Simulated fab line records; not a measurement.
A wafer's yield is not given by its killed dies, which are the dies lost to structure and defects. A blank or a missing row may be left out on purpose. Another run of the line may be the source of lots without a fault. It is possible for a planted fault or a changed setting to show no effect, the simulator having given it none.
Problem report in the 8D (eight disciplines) form, filled by code    flow sky130    the parts of the form that need people (team, actions taken, sign-off) are left out

== 1. WHAT IS WRONG ==
Wafers free of any fault read 1480 (standard deviation 11) for LDD_LDN_TW at SKY_LDD_LDN_TW_MEAS_13, against a mean of 1377 on 6 wafers of 2 lots. Measured from the usual mean, that is -9.3 standard deviations.
Seen first at day 27 12:06 on film_metro-04, wafer L334.1. The record holds 36 wafers of 12 lots with a number at this step. Rule for "out", or "out of limits": more than 4 standard deviations from the usual mean. The other wafers with a number count as sound.

== 2. WHAT THIS IS AND IS NOT ==
question                     is                            is not
which readings at this step  LDD_LDN_TW                    -
which lots                   L334, L336                    L322, L324, L326, L328, L330, L331, L332, L333, L344, L345
which wafers of those lots   all that have a number        -
read on which gauges         film_metro-01, film_metro-04  film_metro-02
when                         from day 27 12:06             up to then (24 sound wafers); but 6 sound wafers of L344, L345 came after

== 3. WHAT RULES OUT EACH SUSPECT ==
Counting: a tool at a process step up to the reading stays a suspect if it ran every lot that is out and no sound lot after the first of them.
- the gauge at SKY_LDD_LDN_TW_MEAS_13 is ruled out. The wafers that are out were read on 2 gauges (film_metro-01, film_metro-04).
- plasma_asher-04 at SKY_LDD_HVN_STRIP_09 (strips in O2/N2): ruled out as a lasting fault. After its first lot that is out, L334 (day 25 03:00), sound lots L344 ran on it.
- implanter-04 at SKY_LDD_LDN_IMPLANT_10: kept. All lots that are out passed through it, beginning with L334 at day 27 11:42, and no sound lot followed; its final sound lot before that point was L333 at day 26 19:10. Its own dose_ions_cm2, faraday_current_uA readings are out on those wafers.
Left after counting: implanter-04 at SKY_LDD_LDN_IMPLANT_10.

== 4. THE CAUSE (what the simulator had put in) ==
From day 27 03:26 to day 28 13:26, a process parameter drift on implanter-04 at SKY_LDD_LDN_IMPLANT_10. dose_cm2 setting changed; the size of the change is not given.
This tool alone remained once counting was done.

== 5. THE CHAIN OF EFFECTS, in route order ==
One row per reading whose mean, taken over the struck wafers that have a number, lies over 3 standard deviations from the usual. Only readings whose record carries a usual standard deviation are examined. hours: median over the lots of the time between each lot's start at the first step of this table that gives one and its start at this step. sigmas: the change, counted in usual standard deviations.
hours  step                    reading             usual       on struck wafers  change       sigmas
0      SKY_LDD_LDN_IMPLANT_10  dose_ions_cm2       1.2497e+13  1.2573e+12        -1.1240e+13  -99 or more
0      SKY_LDD_LDN_IMPLANT_10  faraday_current_uA  70.5        7.0               -63.5        -42
0      SKY_LDD_LDN_TW_MEAS_13  LDD_LDN_TW          1480        1377              -103         -9.3
The process steps in it:
- SKY_LDD_LDN_IMPLANT_10

== 6. HOW IT WOULD HAVE BEEN CAUGHT EARLIER ==
9 hours passed between the start of the fault at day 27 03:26 and the first reading out of limits at a measuring or inspecting step in this record, taken at day 27 12:06.
At SKY_LDD_LDN_IMPLANT_10, the tool's own readings (dose_ions_cm2, faraday_current_uA) were out on each struck wafer the step has a row for, so an alarm limit on them would have fired on the first such wafer.
Among the 2 lots that are out, L336 began SKY_LDD_LDN_IMPLANT_10 on implanter-04 after day 27 12:06. Had the tool been put on hold then, it would have been spared.
